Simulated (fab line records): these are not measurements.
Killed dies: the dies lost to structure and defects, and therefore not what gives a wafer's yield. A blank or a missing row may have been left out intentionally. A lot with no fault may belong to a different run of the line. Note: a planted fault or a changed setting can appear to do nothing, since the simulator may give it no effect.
Which tool is to blame? || flow sky130 || 14 lots with 42 wafers sampled at 4 steps, on a route of 708 steps

== WHAT THE GAUGES READ, wafer by wafer ==
SKY_POLY_GATE_OVL_MEAS_14. Usual: POLY_GATE_OVL gives -1 nm (standard deviation 4.4).
{"lot": "L310", "measured": "day 16 01:08", "on": "overlay-02", "POLY_GATE_OVL (nm)": "1 7 -2", "flag": ""}
{"lot": "L312", "measured": "day 16 13:46", "on": "overlay-02", "POLY_GATE_OVL (nm)": "-1 5 -5", "flag": ""}
{"lot": "L313", "measured": "day 16 18:10", "on": "overlay-02", "POLY_GATE_OVL (nm)": "-4 -2 0", "flag": ""}
{"lot": "L315", "measured": "day 17 11:50", "on": "overlay-02", "POLY_GATE_OVL (nm)": "-2 -4 0", "flag": ""}
{"lot": "L317", "measured": "day 18 22:44", "on": "overlay-01", "POLY_GATE_OVL (nm)": "-6 -4 -4", "flag": ""}
{"lot": "L318", "measured": "day 19 04:54", "on": "overlay-02", "POLY_GATE_OVL (nm)": "9 -2 7", "flag": ""}
{"lot": "L320", "measured": "day 19 16:20", "on": "overlay-01", "POLY_GATE_OVL (nm)": "2 1 -3", "flag": ""}
{"lot": "L321", "measured": "day 19 19:49", "on": "overlay-01", "POLY_GATE_OVL (nm)": "-11 -8 -3", "flag": ""}
{"lot": "L323", "measured": "day 21 08:18", "on": "overlay-02", "POLY_GATE_OVL (nm)": "-13 0 -11", "flag": ""}
{"lot": "L322", "measured": "day 21 09:29", "on": "overlay-01", "POLY_GATE_OVL (nm)": "-2 -9 -1", "flag": ""}
{"lot": "L328", "measured": "day 22 06:41", "on": "overlay-02", "POLY_GATE_OVL (nm)": "1 -2 3", "flag": ""}
{"lot": "L326", "measured": "day 22 08:06", "on": "overlay-01", "POLY_GATE_OVL (nm)": "0 5 3", "flag": ""}
{"lot": "L330", "measured": "day 22 21:48", "on": "overlay-01", "POLY_GATE_OVL (nm)": "6 -1 4", "flag": ""}
{"lot": "L332", "measured": "day 23 19:14", "on": "overlay-02", "POLY_GATE_OVL (nm)": "-5 -1 -7", "flag": ""}

SKY_LDD_N_OVL_MEAS_07. Usual: LDD_N_OVL gives -1.2 nm (standard deviation 1.3).
{"lot": "L310", "measured": "day 17 06:43", "on": "overlay-01", "LDD_N_OVL (nm)": "-0.2 -0.1 -2.3", "flag": ""}
{"lot": "L312", "measured": "day 17 21:52", "on": "overlay-02", "LDD_N_OVL (nm)": "-3.7 -3.5 -3.4", "flag": ""}
{"lot": "L313", "measured": "day 18 01:47", "on": "overlay-02", "LDD_N_OVL (nm)": "1.5 -0.4 -1.7", "flag": ""}
{"lot": "L315", "measured": "day 18 20:19", "on": "overlay-01", "LDD_N_OVL (nm)": "0.4 -0.3 -2.1", "flag": ""}
{"lot": "L317", "measured": "day 20 08:31", "on": "overlay-01", "LDD_N_OVL (nm)": "-1.5 -2.2 -3.3", "flag": ""}
{"lot": "L318", "measured": "day 20 15:16", "on": "overlay-02", "LDD_N_OVL (nm)": "-3.3 -4.2 -2.7", "flag": ""}
{"lot": "L320", "measured": "day 21 03:43", "on": "overlay-02", "LDD_N_OVL (nm)": "0.4 -2.1 -2.0", "flag": ""}
{"lot": "L321", "measured": "day 21 08:56", "on": "overlay-01", "LDD_N_OVL (nm)": "-1.3 -1.2 -0.2", "flag": ""}
{"lot": "L323", "measured": "day 22 17:10", "on": "overlay-01", "LDD_N_OVL (nm)": "-1.3 0.3 0.4", "flag": ""}
{"lot": "L322", "measured": "day 22 18:28", "on": "overlay-02", "LDD_N_OVL (nm)": "1.2 1.0 0.9", "flag": ""}
{"lot": "L328", "measured": "day 23 14:34", "on": "overlay-02", "LDD_N_OVL (nm)": "-1.8 -2.0 -1.7", "flag": ""}
{"lot": "L326", "measured": "day 23 16:05", "on": "overlay-01", "LDD_N_OVL (nm)": "1.5 0.4 2.4", "flag": ""}
{"lot": "L330", "measured": "day 24 05:25", "on": "overlay-02", "LDD_N_OVL (nm)": "-1.9 0.3 -1.2", "flag": ""}
{"lot": "L332", "measured": "day 25 03:28", "on": "overlay-02", "LDD_N_OVL (nm)": "-3.1 -0.2 -2.0", "flag": ""}

SKY_LDD_P_CD_MEAS_07: target cd 380 nm. Usual: cd_nm reads 380.2 nm (standard deviation 2.5).
{"lot": "L310", "measured": "day 18 13:41", "on": "cd_sem-02", "cd_nm (nm)": "379.7 382.5 380.5", "flag": ""}
{"lot": "L312", "measured": "day 19 05:28", "on": "cd_sem-01", "cd_nm (nm)": "383.8 382.5 383.4", "flag": ""}
{"lot": "L313", "measured": "day 19 09:55", "on": "cd_sem-02", "cd_nm (nm)": "377.0 375.9 378.4", "flag": ""}
{"lot": "L315", "measured": "day 20 03:04", "on": "cd_sem-01", "cd_nm (nm)": "381.3 380.0 379.2", "flag": ""}
{"lot": "L317", "measured": "day 21 16:46", "on": "cd_sem-02", "cd_nm (nm)": "380.5 382.5 380.5", "flag": ""}
{"lot": "L318", "measured": "day 21 23:32", "on": "cd_sem-01", "cd_nm (nm)": "379.6 377.2 379.6", "flag": ""}
{"lot": "L320", "measured": "day 22 12:02", "on": "cd_sem-01", "cd_nm (nm)": "375.0 377.0 375.5", "flag": ""}
{"lot": "L321", "measured": "day 22 17:03", "on": "cd_sem-01", "cd_nm (nm)": "378.6 380.2 381.4", "flag": ""}
{"lot": "L323", "measured": "day 24 01:15", "on": "cd_sem-01", "cd_nm (nm)": "380.9 380.9 378.4", "flag": ""}
{"lot": "L322", "measured": "day 24 01:58", "on": "cd_sem-01", "cd_nm (nm)": "381.8 378.0 376.9", "flag": ""}
{"lot": "L328", "measured": "day 24 21:32", "on": "cd_sem-01", "cd_nm (nm)": "383.7 381.4 380.7", "flag": ""}
{"lot": "L326", "measured": "day 24 22:54", "on": "cd_sem-01", "cd_nm (nm)": "381.8 379.5 379.4", "flag": ""}
{"lot": "L330", "measured": "day 25 13:10", "on": "cd_sem-02", "cd_nm (nm)": "380.3 376.1 381.0", "flag": ""}
{"lot": "L332", "measured": "day 26 10:40", "on": "cd_sem-01", "cd_nm (nm)": "382.5 383.4 381.4", "flag": ""}

== WHICH TOOL RAN EACH LOT (tool, then ch and the chambers of the sampled wafers, then the start) ==
{"lot": "L310", "SKY_LDD_N_IMPLANT_11": "implanter-02 ch 0, day 17 07:13"}
{"lot": "L312", "SKY_LDD_N_IMPLANT_11": "implanter-02 ch 0, day 17 22:24"}
{"lot": "L313", "SKY_LDD_N_IMPLANT_11": "implanter-04 ch 0, day 18 02:18"}
{"lot": "L315", "SKY_LDD_N_IMPLANT_11": "implanter-01 ch 0, day 18 20:49"}
{"lot": "L317", "SKY_LDD_N_IMPLANT_11": "implanter-01 ch 0, day 20 09:00"}
{"lot": "L318", "SKY_LDD_N_IMPLANT_11": "implanter-02 ch 0, day 20 15:46"}
{"lot": "L320", "SKY_LDD_N_IMPLANT_11": "implanter-01 ch 0, day 21 04:12"}
{"lot": "L321", "SKY_LDD_N_IMPLANT_11": "implanter-02 ch 0, day 21 09:28"}
{"lot": "L323", "SKY_LDD_N_IMPLANT_11": "implanter-02 ch 0, day 22 17:41"}
{"lot": "L322", "SKY_LDD_N_IMPLANT_11": "implanter-04 ch 0, day 22 18:58"}
{"lot": "L328", "SKY_LDD_N_IMPLANT_11": "implanter-02 ch 0, day 23 15:05"}
{"lot": "L326", "SKY_LDD_N_IMPLANT_11": "implanter-01 ch 0, day 23 16:35"}
{"lot": "L330", "SKY_LDD_N_IMPLANT_11": "implanter-01 ch 0, day 24 05:54"}
{"lot": "L332", "SKY_LDD_N_IMPLANT_11": "implanter-04 ch 0, day 25 03:58"}
- SKY_LDD_N_IMPLANT_11

== WHAT THE TOOLS THEMSELVES READ (means of the sampled wafers that have a number; where no wafer has one, the mark that the record gives instead) ==
SKY_LDD_N_IMPLANT_11. Usual: beam_on_s 10.01 s, standard deviation 0.2; faraday_current_uA 423, standard deviation 8.2.
{"lot": "L310", "tool": "implanter-02", "beam_on_s (s)": 9.90, "faraday_current_uA": 426, "flag": ""}
{"lot": "L312", "tool": "implanter-02", "beam_on_s (s)": 9.89, "faraday_current_uA": 428, "flag": ""}
{"lot": "L313", "tool": "implanter-04", "beam_on_s (s)": 9.82, "faraday_current_uA": 430, "flag": ""}
{"lot": "L315", "tool": "implanter-01", "beam_on_s (s)": 10.13, "faraday_current_uA": 418, "flag": ""}
{"lot": "L317", "tool": "implanter-01", "beam_on_s (s)": 11.88, "faraday_current_uA": 357, "flag": "OFF"}
{"lot": "L318", "tool": "implanter-02", "beam_on_s (s)": 10.14, "faraday_current_uA": 418, "flag": ""}
{"lot": "L320", "tool": "implanter-01", "beam_on_s (s)": 11.66, "faraday_current_uA": 362, "flag": "OFF"}
{"lot": "L321", "tool": "implanter-02", "beam_on_s (s)": 9.86, "faraday_current_uA": 428, "flag": ""}
{"lot": "L323", "tool": "implanter-02", "beam_on_s (s)": 9.87, "faraday_current_uA": 428, "flag": ""}
{"lot": "L322", "tool": "implanter-04", "beam_on_s (s)": 9.97, "faraday_current_uA": 425, "flag": ""}
{"lot": "L328", "tool": "implanter-02", "beam_on_s (s)": 10.13, "faraday_current_uA": 418, "flag": ""}
{"lot": "L326", "tool": "implanter-01", "beam_on_s (s)": 10.16, "faraday_current_uA": 416, "flag": ""}
{"lot": "L330", "tool": "implanter-01", "beam_on_s (s)": 10.12, "faraday_current_uA": 419, "flag": ""}
{"lot": "L332", "tool": "implanter-04", "beam_on_s (s)": 10.00, "faraday_current_uA": 423, "flag": ""}

== THE ANSWER, worked out from the rows above alone ==
Rule: lot off if the mean of its wafers having a number is beyond 3 standard deviations from the usual mean. A lot without any number at a reading at which 4 lots or more have one is off too. Where the step has rows for the other lots, those lots are counted as sound. Order of review: gauges by route order, followed by the tools' own readings, for which a lot's mean as printed above is used. At the first step where some lot is off, the reading lying furthest off is the one used; lots without a number count as furthest.
Off: L317, L320 (SKY_LDD_N_IMPLANT_11, beam_on_s).
If a tool, at that step or one of the process steps before it, ran each lot that is off and ran no sound lot following the first of them, it fits. Of those tried, none fits.

== WHAT THE SIMULATOR HAD PUT IN ==
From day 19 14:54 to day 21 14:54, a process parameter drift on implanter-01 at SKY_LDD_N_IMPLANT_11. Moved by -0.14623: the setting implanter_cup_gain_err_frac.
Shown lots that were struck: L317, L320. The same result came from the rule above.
